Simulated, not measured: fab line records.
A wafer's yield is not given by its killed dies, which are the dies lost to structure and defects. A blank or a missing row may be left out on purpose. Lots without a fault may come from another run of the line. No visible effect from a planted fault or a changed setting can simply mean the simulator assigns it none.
The tool behind it: which one? / flow gf180mcu / Sampling: 13 lots, 39 wafers, 2 of 602 route steps

WHAT EACH GAUGE READ, for each wafer
GF_V5_THK_MEAS_01.
lot=L401; measured=day 26 09:46; on=film_metro-03; V5_CVD_00_THK (nm)=289.6 289.6 289.4
lot=L403; measured=day 27 04:47; on=film_metro-02; V5_CVD_00_THK (nm)=284.9 288.9 284.6
lot=L404; measured=day 27 08:08; on=film_metro-04; V5_CVD_00_THK (nm)=284.7 285.9 281.6
lot=L405; measured=day 27 20:28; on=film_metro-02; V5_CVD_00_THK (nm)=285.6 283.1 285.5
lot=L406; measured=day 27 23:06; on=film_metro-03; V5_CVD_00_THK (nm)=288.4 283.9 288.8
lot=L407; measured=day 28 08:44; on=film_metro-04; V5_CVD_00_THK (nm)=289.3 284.6 282.9
lot=L408; measured=day 28 11:34; on=film_metro-04; V5_CVD_00_THK (nm)=286.7 287.4 287.2
lot=L412; measured=day 29 22:22; on=film_metro-03; V5_CVD_00_THK (nm)=288.3 286.7 283.6
lot=L414; measured=day 30 13:28; on=film_metro-02; V5_CVD_00_THK (nm)=285.7 291.6 288.7
lot=L420; measured=day 31 21:16; on=film_metro-04; V5_CVD_00_THK (nm)=288.8 284.9 288.0
lot=L421; measured=day 32 09:31; on=film_metro-02; V5_CVD_00_THK (nm)=290.6 292.1 289.8
lot=L422; measured=day 32 10:15; on=film_metro-03; V5_CVD_00_THK (nm)=287.1 293.3 291.7
lot=L424; measured=day 32 23:33; on=film_metro-02; V5_CVD_00_THK (nm)=288.4 286.4 292.2

TOOL THAT RAN EACH LOT (tool first, then ch and the chambers of the sampled wafers, then the start)
lot=L401; GF_V2_STRIP_19=wet_bench-04 ch 2, day 20 11:22
lot=L403; GF_V2_STRIP_19=wet_bench-02 ch 1, day 21 05:48
lot=L404; GF_V2_STRIP_19=wet_bench-01 ch 1, day 21 11:52
lot=L405; GF_V2_STRIP_19=wet_bench-02 ch 1, day 22 02:50
lot=L406; GF_V2_STRIP_19=wet_bench-01 ch 1, day 22 05:17
lot=L407; GF_V2_STRIP_19=wet_bench-02 ch 1, day 22 16:03
lot=L408; GF_V2_STRIP_19=wet_bench-01 ch 1, day 22 18:18
lot=L412; GF_V2_STRIP_19=wet_bench-01 ch 2, day 24 11:19
lot=L414; GF_V2_STRIP_19=wet_bench-04 ch 2, day 25 04:59
lot=L420; GF_V2_STRIP_19=wet_bench-04 ch 2, day 26 18:04
lot=L421; GF_V2_STRIP_19=wet_bench-04 ch 3, day 27 07:56
lot=L422; GF_V2_STRIP_19=wet_bench-02 ch 1, day 27 09:11
lot=L424; GF_V2_STRIP_19=wet_bench-02 ch 2, day 28 03:41
- GF_V2_STRIP_19: strips in post etch residue remover, time 1200 s.

AS READ BY THE TOOLS THEMSELVES (means over the sampled wafers that have a number; for cases with no such wafer, the mark the record gives instead)
The record holds no such reading with a usual standard deviation.

THE ANSWER, worked out from the rows above alone
Rule: the lots themselves supply what counts as usual. The widest of any qualifying gaps counts: lots, ordered by their means at a reading, are off when they make up no more than a third of the lots, leave a main group of 4 or more, and stand apart from it by 3 or more times the standard deviation of that group's means. The tables above print the reading to a certain number of digits; a main group whose means all agree to those digits is not used. A lot without any number at a reading at which 4 lots or more have one is off too. All remaining lots with rows at the step are treated as sound. First the gauges in route order, then the tools' own readings, where a lot's mean is used as printed above. The first step at which some lot is off is used, and at that step the reading that is off furthest; a lot without a number counts as furthest.
None of the lots is off at any reading shown; this tells nothing.

WHAT HAD BEEN PUT IN BY THE SIMULATOR
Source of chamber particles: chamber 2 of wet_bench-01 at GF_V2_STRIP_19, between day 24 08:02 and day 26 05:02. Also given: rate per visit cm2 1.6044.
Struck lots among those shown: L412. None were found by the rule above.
